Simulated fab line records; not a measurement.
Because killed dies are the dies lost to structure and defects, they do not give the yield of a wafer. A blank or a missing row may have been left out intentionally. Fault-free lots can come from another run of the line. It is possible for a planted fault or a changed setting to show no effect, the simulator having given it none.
What tool caused it? | flow sky130 | 11 lots, 33 wafers sampled, at 4 steps of a route of 708

## WHAT EACH GAUGE READ, for each wafer
SKY_DNWELL_TW_MEAS_09.
lot  | measured    | on           | DNWELL_TW
L967 | day 2 12:51 | filmMetro-01 | 1116 1111 1117
L968 | day 3 03:34 | filmMetro-01 | 1116 1114 1113
L980 | day 6 04:26 | filmMetro-01 | 1113 1111 1117
L983 | day 6 21:16 | filmMetro-01 | 1107 1113 1106
L984 | day 7 08:11 | filmMetro-01 | 1113 1112 1112
L985 | day 7 11:22 | filmMetro-01 | 1116 1116 1121
L988 | day 8 14:22 | filmMetro-02 | 1133 1132 1129
L989 | day 8 14:00 | filmMetro-03 | 1097 1102 1105
L990 | day 8 22:58 | filmMetro-01 | 1114 1108 1111

## WHICH TOOL RAN EACH LOT (tool, then ch and the chambers of the sampled wafers, then the start)
lot  | SKY_FIELD_ISO_ETCH_14            | SKY_FIELD_ISO_ETCH_15            | SKY_FIELD_ISO_STRIP_16
L967 | rieDiel-03 ch 0,1,2, day 2 04:05 | rieDiel-03 ch 0,1,2, day 2 04:08 | plasmaAsher-01 ch 0,1, day 2 04:11
L968 | rieDiel-01 ch 0,2,3, day 2 04:44 | rieDiel-01 ch 0,2,3, day 2 04:47 | plasmaAsher-03 ch 0,1, day 2 04:50
L970 | rieDiel-03 ch 0,3, day 2 08:50   | rieDiel-03 ch 0,3, day 2 08:52   | plasmaAsher-04 ch 0,1, day 2 08:55
L971 | rieDiel-02 ch 0,1,3, day 2 11:54 | rieDiel-02 ch 0,1,3, day 2 11:56 | plasmaAsher-01 ch 0,1, day 2 12:00
L980 | rieDiel-02 ch 0,3, day 5 02:37   | rieDiel-02 ch 0,3, day 5 02:40   | plasmaAsher-04 ch 0,1, day 5 02:43
L983 | rieDiel-01 ch 0,2, day 5 15:38   | rieDiel-01 ch 0,2, day 5 15:41   | plasmaAsher-01 ch 0,1, day 5 15:44
L984 | rieDiel-03 ch 0,3, day 5 22:58   | rieDiel-03 ch 0,3, day 5 23:01   | plasmaAsher-01 ch 0,1, day 5 23:04
L985 | rieDiel-01 ch 1,3, day 6 03:55   | rieDiel-01 ch 1,3, day 6 03:58   | plasmaAsher-01 ch 0,1, day 6 04:01
L988 | rieDiel-02 ch 0,1,2, day 6 18:38 | rieDiel-02 ch 0,1,2, day 6 18:41 | plasmaAsher-01 ch 0, day 6 18:44
L989 | rieDiel-02 ch 2,3, day 7 01:17   | rieDiel-02 ch 2,3, day 7 01:20   | plasmaAsher-03 ch 0,1, day 7 01:23
L990 | rieDiel-03 ch 0,1, day 7 07:37   | rieDiel-03 ch 0,1, day 7 07:40   | plasmaAsher-03 ch 1, day 7 07:43
- SKY_FIELD_ISO_ETCH_14: etches BARC in N2/H2, stops on SiO2, time 45.9 s, target depth 60 nm.
- SKY_FIELD_ISO_ETCH_15: etches the open film in CHF3/O2, stops on Si, target depth 180 nm, time 72 s.
- SKY_FIELD_ISO_STRIP_16: strips in O2/N2.

## THE ANSWER, worked out from the rows above alone
Rule: what is usual is taken from the lots themselves. Put in order of their means at a reading, lots are off if they are a third of the lots or fewer, leave a main group of 4 or more, and stand apart from it by a gap of 3 or more times the standard deviation of the main group's means; of several such gaps the widest counts. If all means in a main group match to the digits the tables above print for the reading, that group is not used. Also off: a lot with no number at a reading for which 4 or more lots have one. The other lots that the step has rows for count as sound.
None of the lots is off at any reading shown; this tells nothing.

## WHAT HAD BEEN PUT IN BY THE SIMULATOR
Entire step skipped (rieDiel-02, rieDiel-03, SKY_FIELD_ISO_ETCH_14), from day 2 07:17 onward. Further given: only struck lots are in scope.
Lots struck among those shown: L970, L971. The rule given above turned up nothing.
